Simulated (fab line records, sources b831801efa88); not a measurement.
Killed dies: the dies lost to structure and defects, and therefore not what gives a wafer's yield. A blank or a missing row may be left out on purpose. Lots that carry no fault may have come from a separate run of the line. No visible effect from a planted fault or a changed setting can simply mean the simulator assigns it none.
fab line records ; flow sky130
record: lots: 6; wafers: 18; last_day: 50
route steps=708 shown VT_ADJUST_HVTP@93 VT_ADJUST_LVTN@97 PAD_OPEN@708
lots with no fault: from the same line, run without faults
start_h: hours from the record's opening day to when the first of the lot's shown wafers began ; wait_h: time in hours since the lot's previous step ; " same as the row above ; L1.1+2: several wafers, shown together as one row ; - either no value or no given start ; * or withheld: withheld ; < > ~ a bound
route shown NAME@n: a module of which the file shows steps, and the number in the route of the first ; usual: mean/standard deviation of fault-free wafers ; same: alike in all rows ; chamber/n: place in a boat ; sites: each site's reading ; _std_site: standard deviation across them ; _edge_site: the outer-site mean with the inner-site mean subtracted ; radius_mm: how far each site lies from the wafer's centre ; mask NAME#n: copy n ; behind: the most recent tool/chamber to have shaped the wafer ; hold: cause of the lot's hold/its duration in hours/its outcome ; device: transistor that didn't switch, given as n, p or np ; end of line: at the end of the route, the tests of the same wafers ; step lacking rows: just its recipe ; killed: at the first sort, the dies lost to defects and structure; wafer yield is something else ; map: shows each die of a wafer: x if killed, . if not, _ if none is there
set.NAME: the run value of the setting; set.NAME@STEP: its run value at that earlier step ; model.NAME: the simulator's own value behind a step, which no gauge read
lots at some steps of the route; a table a step, a row a wafer
services: from which hour (start_h, from the record's first day; less than 0 if before it) a tool's chamber was out of use, for how many hours, and why
== steps ==
step: SKY_VT_ADJUST_HVTP_OVL_MEAS_08
usual: VT_ADJUST_HVTP_OVL: 1.1/1.3
lot.wafer;tool;chamber;start_h;wait_h;VT_ADJUST_HVTP_OVL[nm]
L290.1;overlay-01;-;140.64;0.1;-1.3
L290.2;overlay-01;-;140.64;0.1;-0.7
L290.5;overlay-01;-;140.64;0.1;-1.6
L294.1;overlay-02;-;153.09;0.1;-0.4
L294.3;overlay-02;-;153.09;0.1;1.0
L294.6;overlay-02;-;153.09;0.1;-1.2
L302.1;overlay-02;-;197.74;0.1;0.9
L302.2;overlay-02;-;197.74;0.1;0.2
L302.4;overlay-02;-;197.74;0.1;0.3
L303.1;overlay-02;-;203.57;0.1;0.7
L303.3;overlay-02;-;203.57;0.1;0.3
L303.5;overlay-02;-;203.57;0.1;1.3
L304.1;overlay-01;-;210.19;0.1;3.2
L304.4;overlay-01;-;210.19;0.1;3.5
L304.6;overlay-01;-;210.19;0.1;2.7
L313.1;overlay-01;-;275.04;0.1;1.7
L313.3;overlay-01;-;275.04;0.1;-0.1
L313.5;overlay-01;-;275.04;0.1;-0.1
step: SKY_VT_ADJUST_HVTP_IMPLANT_09
recipe: species: As; energy_kev: 150; dose_cm2: 4.354e+12; tilt_deg: withheld
step: SKY_VT_ADJUST_HVTP_STRIP_10
recipe: chemistry: O2/N2; power_w: 1400; pressure_mtorr: 1500; platen_temp_c: withheld; o2_flow_sccm: 3000; n2_flow_sccm: 300; overash_fraction: 0.5
usual: chamber_pressure_mTorr: 1500.2/1.4; drypump_motor_current_A: 5.76/0.26; o2_flow_sccm: 3002/8.9; oes_product_au: 0.716/0.0046; strip_time_to_endpoint_s: 14.18/0.044
lot.wafer;tool;chamber;start_h;wait_h;chamber_pressure_mTorr;drypump_motor_current_A;o2_flow_sccm;oes_product_au;rf_hours_counter_h;strip_time_to_endpoint_s
L290.1;plasma_asher-02;0;140.83;0.1;1501.0;5.61;2995;0.710;48;14.08
L290.2;plasma_asher-02;1;140.83;0.1;1498.7;5.76;3013;0.714;48;14.10
L290.5;plasma_asher-02;1;140.83;0.1;1500.8;5.75;3005;0.714;-;14.15
L294.1;plasma_asher-02;0;153.28;0.1;1500.5;5.61;2992;0.715;49;14.14
L294.3;plasma_asher-02;0;153.28;0.1;1499.5;5.61;3008;0.710;-;14.17
L294.6;plasma_asher-02;1;153.28;0.1;1501.2;5.80;2999;0.712;-;14.09
L302.1;plasma_asher-02;0;197.93;0.1;1498.9;5.61;3012;0.712;53;14.24
L302.2;plasma_asher-02;1;197.93;0.1;1500.7;5.78;2999;0.718;53;14.22
L302.4;plasma_asher-02;0;197.93;0.1;1501.7;5.61;3014;0.718;-;14.24
L303.1;plasma_asher-04;1;203.76;0.1;1501.0;6.17;3009;0.711;51;14.20
L303.3;plasma_asher-04;0;203.76;0.1;1499.1;5.58;3007;0.713;-;14.17
L303.5;plasma_asher-04;1;203.76;0.1;1499.2;6.18;3004;0.717;-;14.14
L304.1;plasma_asher-04;1;210.38;0.1;1499.6;6.19;3000;0.715;52;14.17
L304.4;plasma_asher-04;0;210.38;0.1;1500.1;5.57;2997;0.724;-;14.19
L304.6;plasma_asher-04;1;210.38;0.1;1497.0;6.15;2998;0.717;-;14.16
L313.1;plasma_asher-03;0;275.23;0.1;1499.1;5.64;3002;0.710;43;14.21
L313.3;plasma_asher-03;1;275.23;0.1;1499.0;5.41;2987;0.715;-;14.19
L313.5;plasma_asher-03;0;275.23;0.1;1501.8;5.64;3005;0.719;-;14.22
step: SKY_VT_ADJUST_HVTP_TW_MEAS_11
usual: VT_ADJUST_HVTP_TW: 1358/14
lot.wafer;tool;chamber;start_h;wait_h;VT_ADJUST_HVTP_TW
L290.1;film_metro-02;-;140.93;0.1;1359
L290.2;film_metro-02;-;140.93;0.1;1360
L290.5;film_metro-02;-;140.93;0.1;1361
L294.1;film_metro-03;-;153.38;0.1;1369
L294.3;film_metro-03;-;153.38;0.1;1360
L294.6;film_metro-03;-;153.38;0.1;1358
L302.1;film_metro-04;-;198.03;0.1;1349
L302.2;film_metro-04;-;198.03;0.1;1359
L302.4;film_metro-04;-;198.03;0.1;1358
L303.1;film_metro-03;-;203.86;0.1;1368
L303.3;film_metro-03;-;203.86;0.1;1377
L303.5;film_metro-03;-;203.86;0.1;1371
L304.1;film_metro-03;-;210.48;0.1;1371
L304.4;film_metro-03;-;210.48;0.1;1371
L304.6;film_metro-03;-;210.48;0.1;1376
L313.1;film_metro-04;-;275.33;0.1;1351
L313.3;film_metro-04;-;275.33;0.1;1352
L313.5;film_metro-04;-;275.33;0.1;1352
step: SKY_VT_ADJUST_LVTN_DEHYDRATE_00
recipe: temp_c: 200; time_s: 60
step: SKY_VT_ADJUST_LVTN_HMDS_01
recipe: prime_time_s: 60; prime_temp_c: 120
step: SKY_VT_ADJUST_LVTN_COAT_02
recipe: spin_rpm: 2000; resist_thk_nm: 3000
step: SKY_VT_ADJUST_LVTN_SOFTBAKE_03
recipe: temp_c: 110; time_s: withheld
step: SKY_VT_ADJUST_LVTN_EXPOSE_04
recipe: mask_id: NWM_COMPLEMENT_LESS_NATIVE; na: 0.6; source_shape: conventional; sigma_outer: 0.6; polarization: unpolarized; target_cd_nm: 840; dose_mj: 194
step: SKY_VT_ADJUST_LVTN_PEB_05
recipe: temp_c: 115; time_s: withheld
step: SKY_VT_ADJUST_LVTN_DEVELOP_06
recipe: wall_angle_deg: 90; developer: TMAH; develop_time_s: 60; dev_temp_c: 23
step: SKY_VT_ADJUST_LVTN_OVL_MEAS_07
usual: VT_ADJUST_LVTN_OVL: 0.9/1.1
lot.wafer;tool;chamber;start_h;wait_h;VT_ADJUST_LVTN_OVL[nm]
L290.1;overlay-02;-;161.12;-;0.8
L290.2;overlay-02;-;161.12;-;0.1
L290.5;overlay-02;-;161.12;-;0.2
L294.1;overlay-01;-;174.07;-;1.9
L294.3;overlay-01;-;174.07;-;2.2
L294.6;overlay-01;-;174.07;-;0.3
L302.1;overlay-01;-;219.87;-;1.3
L302.2;overlay-01;-;219.87;-;1.8
L302.4;overlay-01;-;219.87;-;3.5
L303.1;overlay-02;-;225.97;-;1.4
L303.3;overlay-02;-;225.97;-;1.5
L303.5;overlay-02;-;225.97;-;1.9
L304.1;overlay-02;-;232.22;-;1.2
L304.4;overlay-02;-;232.22;-;1.5
L304.6;overlay-02;-;232.22;-;1.0
L313.1;overlay-01;-;302.69;-;3.0
L313.3;overlay-01;-;302.69;-;2.7
L313.5;overlay-01;-;302.69;-;1.7
step: SKY_VT_ADJUST_LVTN_IMPLANT_08
recipe: species: B; energy_kev: 30; dose_cm2: 1.57e+12; tilt_deg: withheld
usual: dose_ions_cm2: 1.5699e+12/1.7e+09
lot.wafer;tool;chamber;start_h;wait_h;dose_ions_cm2
L290.1;implanter-03;0;161.15;0.0;1.5714e+12
L290.2;implanter-03;0;161.15;0.0;1.5697e+12
L290.5;implanter-03;0;161.15;0.0;1.5686e+12
L294.1;implanter-03;0;174.10;0.0;1.5693e+12
L294.3;implanter-03;0;174.10;0.0;1.573e+12
L294.6;implanter-03;0;174.10;0.0;1.5706e+12
L302.1;implanter-02;0;219.91;0.0;1.5719e+12
L302.2;implanter-02;0;219.91;0.0;1.57e+12
L302.4;implanter-02;0;219.91;0.0;1.5716e+12
L303.1;implanter-03;0;226.00;0.0;1.5712e+12
L303.3;implanter-03;0;226.00;0.0;1.5726e+12
L303.5;implanter-03;0;226.00;0.0;1.5715e+12
L304.1;implanter-03;0;232.26;0.0;1.5725e+12
L304.4;implanter-03;0;232.26;0.0;1.5706e+12
L304.6;implanter-03;0;232.26;0.0;1.5694e+12
L313.1;implanter-02;0;302.77;0.1;1.5683e+12
L313.3;implanter-02;0;302.77;0.1;1.5687e+12
L313.5;implanter-02;0;302.77;0.1;1.5666e+12
step: SKY_VT_ADJUST_LVTN_STRIP_09
recipe: chemistry: O2/N2; power_w: 1400; pressure_mtorr: 1500; platen_temp_c: withheld; o2_flow_sccm: 3000; n2_flow_sccm: 300; overash_fraction: 0.5
usual: chamber_pressure_mTorr: 1500.0/1.5; drypump_motor_current_A: 5.79/0.26; o2_flow_sccm: 3001/9.6; oes_product_au: 0.722/0.0046; strip_time_to_endpoint_s: 36.96/0.15
lot.wafer;tool;chamber;start_h;wait_h;chamber_pressure_mTorr;drypump_motor_current_A;o2_flow_sccm;oes_product_au;rf_hours_counter_h;strip_time_to_endpoint_s
L290.1;plasma_asher-01;1;161.30;0.1;1497.7;6.28;3009;0.727;5;37.05
L290.2;plasma_asher-01;0;161.30;0.1;1499.4;5.97;3019;0.720;5;37.08
L290.5;plasma_asher-01;0;161.30;0.1;1499.4;5.99;3014;0.730;-;37.13
L294.1;plasma_asher-02;1;174.25;0.1;1497.1;5.82;2997;0.721;51;37.01
L294.3;plasma_asher-02;1;174.25;0.1;1499.8;5.80;2983;0.729;-;37.00
L294.6;plasma_asher-02;0;174.25;0.1;1500.4;5.64;2990;0.721;-;37.03
L302.1;plasma_asher-02;0;220.06;0.1;1499.9;5.62;3003;0.722;56;37.24
L302.2;plasma_asher-02;1;220.06;0.1;1501.8;5.78;3007;0.727;56;37.16
L302.4;plasma_asher-02;0;220.06;0.1;1502.4;5.61;3000;0.725;-;37.22
L303.1;plasma_asher-01;0;226.15;0.1;1499.3;5.95;2994;0.722;11;36.90
L303.3;plasma_asher-01;0;226.15;0.1;1499.4;5.96;3003;0.721;-;36.97
L303.5;plasma_asher-01;1;226.15;0.1;1501.3;6.28;3011;0.718;-;36.99
L304.1;plasma_asher-01;0;232.41;0.1;1498.9;5.95;3017;0.726;12;37.02
L304.4;plasma_asher-01;0;232.41;0.1;1499.7;5.95;3007;0.721;-;37.00
L304.6;plasma_asher-01;0;232.41;0.1;1501.7;5.95;2985;0.728;-;37.00
L313.1;plasma_asher-03;0;302.92;0.1;1499.3;5.66;2996;0.729;46;36.93
L313.3;plasma_asher-03;0;302.92;0.1;1501.5;5.63;3005;0.713;-;36.97
L313.5;plasma_asher-03;1;302.92;0.1;1502.4;5.41;3008;0.723;-;36.98
step: SKY_VT_ADJUST_LVTN_TW_MEAS_10
usual: VT_ADJUST_LVTN_TW: 241.8/2.9
lot.wafer;tool;chamber;start_h;wait_h;VT_ADJUST_LVTN_TW
L290.1;film_metro-01;-;161.40;0.1;247.2
L290.2;film_metro-01;-;161.40;0.1;244.2
L290.5;film_metro-01;-;161.40;0.1;245.6
L294.1;film_metro-03;-;174.35;0.1;243.6
L294.3;film_metro-03;-;174.35;0.1;244.2
L294.6;film_metro-03;-;174.35;0.1;243.0
L302.1;film_metro-01;-;220.16;0.1;243.5
L302.2;film_metro-01;-;220.16;0.1;244.0
L302.4;film_metro-01;-;220.16;0.1;242.5
L303.1;film_metro-02;-;226.25;0.1;225.0
L303.3;film_metro-02;-;226.25;0.1;225.6
L303.5;film_metro-02;-;226.25;0.1;225.1
L304.1;film_metro-02;-;232.51;0.1;225.3
L304.4;film_metro-02;-;232.51;0.1;226.1
L304.6;film_metro-02;-;232.51;0.1;224.2
L313.1;film_metro-02;-;303.02;0.1;241.0
L313.3;film_metro-02;-;303.02;0.1;239.7
L313.5;film_metro-02;-;303.02;0.1;240.0
step: SKY_VT_ADJUST_LVTN_DEHYDRATE_11
recipe: temp_c: 200; time_s: 60
step: SKY_PAD_OPEN_PROBE_99
usual: killed_at_M0_to_M3: 43/7.5; killed_at_M4_up: 3.0/1.6; killed_at_contacts: 23/5.8; killed_at_front_end: 14/4.8; killed_at_other: 0.3/0.52; killed_dies: 84/9.1; killed_open: 47/7.2; killed_short: 37/5.8
same: gross_dies: 492; killed_at_back_side: 0
lot.wafer;tool;chamber;start_h;wait_h;killed_at_M0_to_M3;killed_at_M4_up;killed_at_contacts;killed_at_front_end;killed_at_other;killed_dies;killed_open;killed_short;model.etest.nfet_01v8.drive_ua_um_range;model.etest.nfet_01v8_lvt.vt_sat_v;model.etest.nfet_01v8_lvt.body_rise_v;model.etest.nfet_01v8.vt_v_range
L290.1;prober-02;-;1095.55;0.1;37;2;29;11;0;79;43;36;12.76;0.5323;0.1491;0.0145
L290.2;prober-02;-;1095.60;0.1;38;7;26;16;0;87;48;39;7.782;0.5335;0.1496;0.0119
L290.5;prober-02;-;1095.75;0.2;45;6;16;10;1;78;38;40;4.821;0.5376;0.1476;0.0114
L294.1;prober-02;-;1134.47;0.1;41;3;26;14;2;86;53;33;12.35;0.5477;0.1471;0.007697
L294.3;prober-02;-;1134.57;0.2;33;1;28;14;0;76;44;32;10.71;0.5475;0.1436;0.01207
L294.6;prober-02;-;1134.72;0.2;34;1;36;20;0;91;59;32;7.917;0.5464;0.1451;0.00603
L302.1;prober-02;-;1145.13;0.1;46;1;23;11;0;81;44;37;8.98;0.5474;0.1448;0.01246
L302.2;prober-02;-;1145.18;0.1;28;4;18;18;0;68;32;36;12;0.5469;0.1463;0.008281
L302.4;prober-02;-;1145.28;0.2;38;5;11;14;0;68;33;35;12.05;0.5461;0.1444;0.009285
L303.1;prober-01;-;1153.39;0.1;46;4;30;15;0;95;50;45;14.07;0.5436;0.142;0.01751
L303.3;prober-01;-;1153.49;0.2;31;5;22;13;1;72;39;33;18.85;0.5171;0.1387;0.01837
L303.5;prober-01;-;1153.59;0.2;37;1;26;15;0;79;36;43;14.19;0.5261;0.1379;0.009476
L304.1;prober-02;-;1160.26;0.1;42;4;22;19;0;87;46;41;6.543;0.5354;0.1442;0.01114
L304.4;prober-02;-;1160.41;0.2;27;2;24;15;0;68;37;31;10.43;0.5273;0.144;0.01666
L304.6;prober-02;-;1160.51;0.2;43;5;20;10;0;78;49;29;9.183;0.538;0.1428;0.01725
L313.1;prober-01;-;1199.49;0.1;37;1;33;19;0;90;54;36;10.78;0.5346;0.143;0.0112
L313.3;prober-01;-;1199.59;0.2;33;2;39;20;1;95;47;48;6.936;0.5252;0.1425;0.01293
L313.5;prober-01;-;1199.69;0.2;47;4;38;15;0;104;60;44;10.64;0.5323;0.1447;0.009289
killed by level:class
L290.1 CONTACT:geometric_particle:open=12 VIA1:geometric_particle:open=8 LI_CONTACT:geometric_particle:open=7 METAL1:geometric_particle:short=7 LI_CONTACT:geometric_particle:short=5 CONTACT:geometric_particle:short=5 VIA1:geometric_particle:short=5 VIA2:geometric_particle:open=5
L290.2 VIA1:geometric_particle:open=11 CONTACT:geometric_particle:open=9 CONTACT:geometric_particle:short=9 POLY_GATE:geometric_particle:open=6 METAL2:geometric_particle:short=6 VIA2:geometric_particle:open=6 METAL4:geometric_particle:short=5 VIA1:geometric_particle:short=4
L290.5 VIA1:geometric_particle:open=11 METAL2:geometric_particle:short=8 CONTACT:geometric_particle:open=7 METAL1:geometric_particle:short=6 VIA3:geometric_particle:open=6 LOCAL_INTERCONNECT:geometric_particle:short=4 VIA1:geometric_particle:short=4 METAL4:geometric_particle:short=4
L294.1 CONTACT:geometric_particle:open=14 METAL1:geometric_particle:short=10 VIA1:geometric_particle:open=8 VIA2:geometric_particle:open=6 VIA3:geometric_particle:open=5 CONTACT:geometric_particle:short=4 FIELD_ISO:geometric_particle:open=3 POLY_GATE:geometric_particle:short=3
L294.3 LI_CONTACT:geometric_particle:open=12 VIA1:geometric_particle:open=6 LOCAL_INTERCONNECT:geometric_particle:short=5 METAL1:geometric_particle:short=5 VIA3:geometric_particle:open=5 FIELD_ISO:geometric_particle:open=4 VIA2:geometric_particle:open=4 CONTACT:geometric_particle:open=4
L294.6 CONTACT:geometric_particle:open=13 LI_CONTACT:geometric_particle:open=11 VIA1:geometric_particle:open=8 CONTACT:geometric_particle:short=7 VIA2:geometric_particle:open=6 VIA3:geometric_particle:open=5 FIELD_ISO:geometric_particle:short=4 FIELD_ISO:geometric_particle:open=4
L302.1 CONTACT:geometric_particle:open=9 VIA1:geometric_particle:open=8 CONTACT:geometric_particle:short=7 VIA3:geometric_particle:open=7 VIA2:geometric_particle:open=6 LI_CONTACT:geometric_particle:open=4 METAL1:geometric_particle:short=4 VIA1:geometric_particle:short=4
L302.2 CONTACT:geometric_particle:open=11 METAL1:geometric_particle:short=6 SPACER:geometric_particle:short=4 CONTACT:geometric_particle:short=4 VIA1:geometric_particle:short=4 FIELD_ISO:geometric_particle:short=3 FIELD_ISO:geometric_particle:open=3 VIA3:geometric_particle:open=3
L302.4 VIA1:geometric_particle:open=9 VIA3:geometric_particle:open=6 FIELD_ISO:geometric_particle:short=5 METAL2:geometric_particle:short=5 POLY_GATE:geometric_particle:short=4 VIA2:geometric_particle:open=4 LI_CONTACT:geometric_particle:open=3 LOCAL_INTERCONNECT:geometric_particle:short=3
L303.1 VIA3:geometric_particle:open=8 LI_CONTACT:geometric_particle:open=8 CONTACT:geometric_particle:short=7 CONTACT:geometric_particle:open=7 METAL1:geometric_particle:short=7 METAL2:geometric_particle:short=6 VIA2:geometric_particle:open=6 FIELD_ISO:geometric_particle:short=5
L303.3 VIA2:geometric_particle:open=8 VIA1:geometric_particle:open=7 LI_CONTACT:geometric_particle:short=7 VIA3:geometric_particle:open=6 LI_CONTACT:geometric_particle:open=5 LOCAL_INTERCONNECT:geometric_particle:short=5 FIELD_ISO:geometric_particle:short=3 POLY_GATE:geometric_particle:open=3
L303.5 VIA2:geometric_particle:open=9 FIELD_ISO:geometric_particle:short=7 CONTACT:geometric_particle:short=7 VIA1:geometric_particle:open=6 LOCAL_INTERCONNECT:geometric_particle:short=6 CONTACT:geometric_particle:open=6 LI_CONTACT:geometric_particle:open=4 METAL2:geometric_particle:short=4
L304.1 VIA3:geometric_particle:open=9 FIELD_ISO:geometric_particle:open=7 LI_CONTACT:geometric_particle:open=7 VIA1:geometric_particle:open=7 FIELD_ISO:geometric_particle:short=6 LOCAL_INTERCONNECT:geometric_particle:short=6 VIA1:geometric_particle:short=6 VIA2:geometric_particle:open=6
L304.4 CONTACT:geometric_particle:open=10 LI_CONTACT:geometric_particle:open=6 VIA2:geometric_particle:open=5 CONTACT:geometric_particle:short=5 VIA1:geometric_particle:open=5 POLY_GATE:geometric_particle:short=4 FIELD_ISO:geometric_particle:open=3 FIELD_ISO:geometric_particle:short=3
L304.6 CONTACT:geometric_particle:open=12 VIA1:geometric_particle:open=10 METAL1:geometric_particle:short=9 VIA2:geometric_particle:open=7 FIELD_ISO:geometric_particle:open=5 METAL4:geometric_particle:short=5 VIA1:geometric_particle:short=4 LI_CONTACT:geometric_particle:open=3
L313.1 CONTACT:geometric_particle:open=12 VIA1:geometric_particle:open=11 LI_CONTACT:geometric_particle:open=10 CONTACT:geometric_particle:short=8 VIA3:geometric_particle:open=5 FIELD_ISO:geometric_particle:short=4 POLY_GATE:geometric_particle:open=4 SPACER:geometric_particle:short=4
L313.3 CONTACT:geometric_particle:open=12 CONTACT:geometric_particle:short=10 LI_CONTACT:geometric_particle:open=9 VIA1:geometric_particle:open=9 FIELD_ISO:geometric_particle:open=5 POLY_GATE:geometric_particle:open=5 METAL1:geometric_particle:short=5 FIELD_ISO:geometric_particle:short=4
L313.5 CONTACT:geometric_particle:open=17 VIA1:geometric_particle:open=12 LI_CONTACT:geometric_particle:open=11 METAL2:geometric_particle:short=7 METAL1:geometric_particle:short=5 VIA2:geometric_particle:open=5 FIELD_ISO:geometric_particle:open=4 FIELD_ISO:geometric_particle:short=4
== services ==
tool;chamber;start_h;hours;kind
plasma_asher-01;0;117.75;-;clean
plasma_asher-01;1;117.75;-;clean
plasma_asher-03;-;139.75;11.1;repair
implanter-03;-;148.41;0.8;repair
implanter-02;-;157.05;2.3;repair
implanter-02;-;174.08;2.7;repair
implanter-02;-;195.38;3.5;repair
plasma_asher-01;-;212.78;2.8;pm
plasma_asher-03;-;230.72;14.6;pm
implanter-02;-;284.74;7.9;pm
== key ==
first_sign: step: SKY_VT_ADJUST_LVTN_TW_MEAS_10; reading: VT_ADJUST_LVTN_TW; direction: down; sigmas: 5.8; usual: 241.8; struck: 225.2
effect none on later readings
model_effect: step: SKY_PAD_OPEN_PROBE_99; value: etest.nfet_01v8.drive_ua_um_range; without: 9.593; struck: 12.21
met_at SKY_VT_ADJUST_LVTN_IMPLANT_08
struck_wafers L303.1,L303.3,L303.5,L304.1,L304.4,L304.6
tester_left_out L303,L304
onset_between 174.10 226.00
also_fits SKY_VT_ADJUST_HVTP_STRIP_10:plasma_asher-04,SKY_VT_ADJUST_LVTN_STRIP_09:plasma_asher-01
fault: kind: process_parameter_drift; tool: implanter-03; chamber: -; onset_h: 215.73; steps: SKY_VT_ADJUST_LVTN_IMPLANT_08; channel: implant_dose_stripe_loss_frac; offset: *; shape: step; end_h: 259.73
tester_left_out: of these lots the tester's yield and bins aren't shown, on N5 and GAA mostly nor the transistor test; their killed dies are dies lost to structure and defects alone, not to doping, threshold or leakage, so they don't give the yield
